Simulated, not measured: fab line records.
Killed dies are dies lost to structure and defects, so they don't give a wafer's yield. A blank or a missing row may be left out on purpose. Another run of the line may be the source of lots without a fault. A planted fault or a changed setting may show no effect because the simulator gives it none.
A lot that was struck, set against a sound lot / flow sky130 / 15 steps out of a route of 708
Sound: the wafers L673.2, L673.3, L673.6. Struck: wafers L681.1, L681.4, L681.6. The cause is given at the end.
Each step with rows lists, per side, the tool, then ch with its chambers, then its first start. Under that, the readings that differ: sound wafers / struck wafers / difference of the means / sigmas: that difference in standard deviations of wafers without a fault.
alike: a reading whose means differ by less than 2 such deviations, as well as words and numbers matching on both sides. not compared: withheld readings; readings where some wafer has no value; bounds like >300 that might hide an equal value; numbers whose values overlap and for which the record gives no deviation.
Wherever a step has rows on one side only, a row that says differs or no value, or a row with sigmas, the two part there. Numbers that have no deviation but don't overlap get no sigmas and don't part them. A reading missing from all wafers of one side parts the sides only when that side holds two or more wafers.

first, 2 steps without rows for these wafers: SKY_VT_ADJUST_PCH_PEB_05; SKY_VT_ADJUST_PCH_DEVELOP_06 (develop time 60 s).
SKY_VT_ADJUST_PCH_OVL_MEAS_07:
  struck on overlay-01, day 13 01:07; sound on overlay-02, day 10 07:10
  alike: VT_ADJUST_PCH_OVL
after that, 1 step had no rows for these wafers: SKY_VT_ADJUST_PCH_IMPLANT_08.
SKY_VT_ADJUST_PCH_STRIP_09: strips in O2/N2.
  sound on plasma asher-02 ch 0,1, day 10 07:21; struck on plasma asher-03 ch 0,1, day 13 01:19
reading=strip time to endpoint s (s); sound=36.74 36.68 36.64; struck=36.99 37.02 36.98; difference=+0.31; sigmas=+2
  alike: drypump motor current A, n2 flow sccm, o2 flow sccm, oes product au
  not compared: rf hours counter h
SKY_VT_ADJUST_PCH_TW_MEAS_10:
  struck on film metro-02, day 13 01:25; sound on film metro-01, day 10 07:28
  alike: VT_ADJUST_PCH_TW
then, 6 steps without rows for these wafers: SKY_SONOS_TUNNEL_DEHYDRATE_00 (time 60 s); SKY_SONOS_TUNNEL_HMDS_01 (prime time 60 s); SKY_SONOS_TUNNEL_COAT_02 (resist thk 1140 nm); SKY_SONOS_TUNNEL_SOFTBAKE_03 (time 60 s); SKY_SONOS_TUNNEL_EXPOSE_04 (exposes mask TUNM, target cd 410 nm); SKY_SONOS_TUNNEL_PEB_05.
SKY_SONOS_TUNNEL_DEVELOP_06: develop time 60 s.
  sound on litho track-03 ch 0, day 11 06:30; struck on litho track-02 ch 0, day 14 02:37
reading=developer temp C (C); sound=22.87 22.72 22.91; struck=21.98 22.13 22.17; difference=-0.74; sigmas=-7
SKY_SONOS_TUNNEL_CD_MEAS_07: target cd 410 nm.
  struck on cd sem-01, day 14 02:46; sound on cd sem-02, day 11 06:38
reading=cd nm (nm); sound=407.3 405.8 406.9; struck=412.0 412.6 412.3; difference=+5.6; sigmas=+2
SKY_PAD_OPEN_PROBE_99:
  rows exist in the record for the sound wafers here (prober-02, day 45 15:20), none for the struck ones

WHERE THEY PART
Earliest at SKY_VT_ADJUST_PCH_STRIP_09; latest, in this record, at SKY_PAD_OPEN_PROBE_99.

WHY: the cause the simulator had injected
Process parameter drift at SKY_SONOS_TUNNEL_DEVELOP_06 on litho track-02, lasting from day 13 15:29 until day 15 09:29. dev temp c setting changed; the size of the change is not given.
